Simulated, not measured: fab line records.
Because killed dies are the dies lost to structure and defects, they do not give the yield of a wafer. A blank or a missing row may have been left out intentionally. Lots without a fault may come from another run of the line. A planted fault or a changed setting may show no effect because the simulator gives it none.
The tool behind it: which one? / flow sky130 / Sampling: 12 lots, 36 wafers, 5 of 708 route steps

## WHAT THE GAUGES READ, wafer by wafer
SKY_VIA4_BOW_MEAS_03. Usual: VIA4_BOW typically reads 79 um, with standard deviation 9.
lot=L430; measured=day 42 15:00; on=filmMetro-02; VIA4_BOW (um)=79 87 68; flag=
lot=L432; measured=day 43 16:00; on=filmMetro-02; VIA4_BOW (um)=78 80 76; flag=
lot=L433; measured=day 43 23:30; on=filmMetro-02; VIA4_BOW (um)=85 96 89; flag=
lot=L435; measured=day 44 03:29; on=filmMetro-01; VIA4_BOW (um)=81 87 83; flag=
lot=L434; measured=day 44 04:16; on=filmMetro-02; VIA4_BOW (um)=77 69 99; flag=
lot=L436; measured=day 44 13:05; on=filmMetro-02; VIA4_BOW (um)=82 98 77; flag=
lot=L438; measured=day 45 06:59; on=filmMetro-04; VIA4_BOW (um)=87 87 87; flag=
lot=L440; measured=day 45 16:06; on=filmMetro-04; VIA4_BOW (um)=72 59 63; flag=
lot=L446; measured=day 46 22:55; on=filmMetro-01; VIA4_BOW (um)=71 71 75; flag=
lot=L447; measured=day 47 02:13; on=filmMetro-02; VIA4_BOW (um)=77 80 79; flag=
lot=L448; measured=day 47 07:37; on=filmMetro-01; VIA4_BOW (um)=85 72 76; flag=
lot=L449; measured=day 47 13:55; on=filmMetro-02; VIA4_BOW (um)=75 76 84; flag=

SKY_VIA4_THK_MEAS_20: measures by xrf. Usual: VIA4_W_THK typically reads 501 nm, with standard deviation 9.1.
lot=L430; measured=day 43 15:41; on=filmMetro-04; VIA4_W_THK (nm)=488 483 481; flag=
lot=L432; measured=day 44 15:20; on=filmMetro-02; VIA4_W_THK (nm)=499 492 500; flag=
lot=L433; measured=day 44 22:52; on=filmMetro-02; VIA4_W_THK (nm)=499 507 512; flag=
lot=L435; measured=day 45 02:24; on=filmMetro-02; VIA4_W_THK (nm)=500 508 513; flag=
lot=L434; measured=day 45 03:26; on=filmMetro-01; VIA4_W_THK (nm)=502 510 504; flag=
lot=L436; measured=day 45 11:51; on=filmMetro-02; VIA4_W_THK (nm)=501 503 502; flag=
lot=L438; measured=day 46 04:47; on=filmMetro-04; VIA4_W_THK (nm)=490 493 492; flag=
lot=L440; measured=day 46 13:58; on=filmMetro-02; VIA4_W_THK (nm)=520 521 518; flag=
lot=L446; measured=day 47 20:05; on=filmMetro-02; VIA4_W_THK (nm)=505 506 494; flag=
lot=L447; measured=day 47 22:34; on=filmMetro-01; VIA4_W_THK (nm)=506 502 508; flag=
lot=L448; measured=day 48 03:54; on=filmMetro-04; VIA4_W_THK (nm)=493 491 492; flag=
lot=L449; measured=day 48 09:49; on=filmMetro-02; VIA4_W_THK (nm)=506 502 500; flag=

SKY_METAL5_THK_MEAS_06: measures by xrf. Usual: METAL5_ALCU_THK typically reads 1126 nm, with standard deviation 13.
lot=L430; measured=day 43 16:20; on=filmMetro-03; METAL5_ALCU_THK (nm)=1129 1147 1135; flag=
lot=L432; measured=day 44 15:58; on=filmMetro-02; METAL5_ALCU_THK (nm)=1107 1094 1101; flag=
lot=L433; measured=day 44 23:30; on=filmMetro-03; METAL5_ALCU_THK (nm)=1117 1124 1107; flag=
lot=L435; measured=day 45 03:02; on=filmMetro-02; METAL5_ALCU_THK (nm)=1132 1126 1124; flag=
lot=L434; measured=day 45 04:12; on=filmMetro-02; METAL5_ALCU_THK (nm)=1143 1140 1126; flag=
lot=L436; measured=day 45 12:29; on=filmMetro-01; METAL5_ALCU_THK (nm)=1114 1121 1116; flag=
lot=L438; measured=day 46 09:25; on=filmMetro-03; METAL5_ALCU_THK (nm)=1124 1116 1134; flag=
lot=L440; measured=day 46 16:40; on=filmMetro-01; METAL5_ALCU_THK (nm)=1131 1120 1110; flag=
lot=L446; measured=day 47 20:44; on=filmMetro-02; METAL5_ALCU_THK (nm)=1136 1130 1090; flag=
lot=L447; measured=day 47 23:13; on=filmMetro-03; METAL5_ALCU_THK (nm)=1091 1137 1091; flag=
lot=L448; measured=day 48 04:32; on=filmMetro-01; METAL5_ALCU_THK (nm)=1137 1126 1132; flag=
lot=L449; measured=day 48 10:27; on=filmMetro-02; METAL5_ALCU_THK (nm)=1125 1118 1133; flag=

## WHICH TOOL RAN EACH LOT (tool, then ch and the chambers of the sampled wafers, then the start)
lot=L430; SKY_METAL5_SPUTTER_01=pvdSputter-02, day 43 16:03; SKY_METAL5_SPUTTER_04=pvdSputter-02, day 43 16:09
lot=L432; SKY_METAL5_SPUTTER_01=pvdSputter-01, day 44 15:41; SKY_METAL5_SPUTTER_04=pvdSputter-01, day 44 15:46
lot=L433; SKY_METAL5_SPUTTER_01=pvdSputter-02, day 44 23:14; SKY_METAL5_SPUTTER_04=pvdSputter-02, day 44 23:19
lot=L435; SKY_METAL5_SPUTTER_01=pvdSputter-01, day 45 02:47; SKY_METAL5_SPUTTER_04=pvdSputter-01, day 45 02:52
lot=L434; SKY_METAL5_SPUTTER_01=pvdSputter-02, day 45 03:56; SKY_METAL5_SPUTTER_04=pvdSputter-02, day 45 04:02
lot=L436; SKY_METAL5_SPUTTER_01=pvdSputter-04, day 45 12:14; SKY_METAL5_SPUTTER_04=pvdSputter-04, day 45 12:19
lot=L438; SKY_METAL5_SPUTTER_01=pvdSputter-04, day 46 09:10; SKY_METAL5_SPUTTER_04=pvdSputter-04, day 46 09:15
lot=L440; SKY_METAL5_SPUTTER_01=pvdSputter-04, day 46 16:22; SKY_METAL5_SPUTTER_04=pvdSputter-04, day 46 16:27
lot=L446; SKY_METAL5_SPUTTER_01=pvdSputter-02, day 47 20:28; SKY_METAL5_SPUTTER_04=pvdSputter-02, day 47 20:34
lot=L447; SKY_METAL5_SPUTTER_01=pvdSputter-02, day 47 22:57; SKY_METAL5_SPUTTER_04=pvdSputter-02, day 47 23:02
lot=L448; SKY_METAL5_SPUTTER_01=pvdSputter-01, day 48 04:17; SKY_METAL5_SPUTTER_04=pvdSputter-01, day 48 04:22
lot=L449; SKY_METAL5_SPUTTER_01=pvdSputter-04, day 48 10:11; SKY_METAL5_SPUTTER_04=pvdSputter-04, day 48 10:16
- SKY_METAL5_SPUTTER_01: material TiN, target thk 20 nm, time 16.7 s.
- SKY_METAL5_SPUTTER_04: material TiN, target thk 70 nm, time 58.3 s.

## AS READ BY THE TOOLS THEMSELVES (means over the sampled wafers that have a number; for cases with no such wafer, the mark the record gives instead)
SKY_METAL5_SPUTTER_01. Usual: cathodeDcPowerW 6500.0 W, standard deviation 1.2; throttleValvePct 29.7 %, standard deviation 0.91.
lot=L430; tool=pvdSputter-02; cathodeDcPowerW (W)=6499.3; throttleValvePct (%)=29.3; flag=
lot=L432; tool=pvdSputter-01; cathodeDcPowerW (W)=6499.6; throttleValvePct (%)=29.0; flag=
lot=L433; tool=pvdSputter-02; cathodeDcPowerW (W)=6500.5; throttleValvePct (%)=29.9; flag=
lot=L435; tool=pvdSputter-01; cathodeDcPowerW (W)=6500.1; throttleValvePct (%)=28.9; flag=
lot=L434; tool=pvdSputter-02; cathodeDcPowerW (W)=6499.7; throttleValvePct (%)=29.3; flag=
lot=L436; tool=pvdSputter-04; cathodeDcPowerW (W)=6500.7; throttleValvePct (%)=30.3; flag=
lot=L438; tool=pvdSputter-04; cathodeDcPowerW (W)=6498.3; throttleValvePct (%)=30.4; flag=
lot=L440; tool=pvdSputter-04; cathodeDcPowerW (W)=6501.3; throttleValvePct (%)=29.8; flag=
lot=L446; tool=pvdSputter-02; cathodeDcPowerW (W)=6500.2; throttleValvePct (%)=29.3; flag=
lot=L447; tool=pvdSputter-02; cathodeDcPowerW (W)=6499.4; throttleValvePct (%)=29.9; flag=
lot=L448; tool=pvdSputter-01; cathodeDcPowerW (W)=6501.0; throttleValvePct (%)=29.1; flag=
lot=L449; tool=pvdSputter-04; cathodeDcPowerW (W)=6500.9; throttleValvePct (%)=29.8; flag=

SKY_METAL5_SPUTTER_04. Usual: cathodeDcPowerW 6500.0 W, standard deviation 1.2; throttleValvePct 29.6 %, standard deviation 0.92.
lot=L430; tool=pvdSputter-02; cathodeDcPowerW (W)=6500.1; throttleValvePct (%)=29.0; flag=
lot=L432; tool=pvdSputter-01; cathodeDcPowerW (W)=6498.5; throttleValvePct (%)=28.9; flag=
lot=L433; tool=pvdSputter-02; cathodeDcPowerW (W)=6499.8; throttleValvePct (%)=29.8; flag=
lot=L435; tool=pvdSputter-01; cathodeDcPowerW (W)=6501.0; throttleValvePct (%)=28.9; flag=
lot=L434; tool=pvdSputter-02; cathodeDcPowerW (W)=6500.7; throttleValvePct (%)=29.4; flag=
lot=L436; tool=pvdSputter-04; cathodeDcPowerW (W)=6501.2; throttleValvePct (%)=30.3; flag=
lot=L438; tool=pvdSputter-04; cathodeDcPowerW (W)=6499.2; throttleValvePct (%)=30.3; flag=
lot=L440; tool=pvdSputter-04; cathodeDcPowerW (W)=6500.1; throttleValvePct (%)=29.8; flag=
lot=L446; tool=pvdSputter-02; cathodeDcPowerW (W)=6954.8; throttleValvePct (%)=29.2; flag=OFF
lot=L447; tool=pvdSputter-02; cathodeDcPowerW (W)=7411.9; throttleValvePct (%)=29.8; flag=OFF
lot=L448; tool=pvdSputter-01; cathodeDcPowerW (W)=6501.1; throttleValvePct (%)=29.1; flag=
lot=L449; tool=pvdSputter-04; cathodeDcPowerW (W)=6499.2; throttleValvePct (%)=29.7; flag=

## THE ANSWER, worked out from the rows above alone
Rule: lot off if the mean of its wafers having a number is beyond 3 standard deviations from the usual mean. Also off: a lot with no number at a reading for which 4 or more lots have one. Where the step has rows for the other lots, those lots are counted as sound. After the gauges, taken in route order, come the tools' own readings; for these a lot's mean is taken, as printed above. At the first step where some lot is off, the reading lying furthest off is the one used; lots without a number count as furthest.
Off at SKY_METAL5_SPUTTER_04 (cathodeDcPowerW): L446, L447.
A tool fits if, at that step or a process step before it, it ran every lot that is off, and no sound lot after the first of them. One fits: SKY_METAL5_SPUTTER_01 and SKY_METAL5_SPUTTER_04 on pvdSputter-02. At SKY_METAL5_SPUTTER_01 its last sound lot is L434 (day 45 03:56), its first lot that is off L446 (day 47 20:28): a fault that began between those two fits.

## WHAT HAD BEEN PUT IN BY THE SIMULATOR
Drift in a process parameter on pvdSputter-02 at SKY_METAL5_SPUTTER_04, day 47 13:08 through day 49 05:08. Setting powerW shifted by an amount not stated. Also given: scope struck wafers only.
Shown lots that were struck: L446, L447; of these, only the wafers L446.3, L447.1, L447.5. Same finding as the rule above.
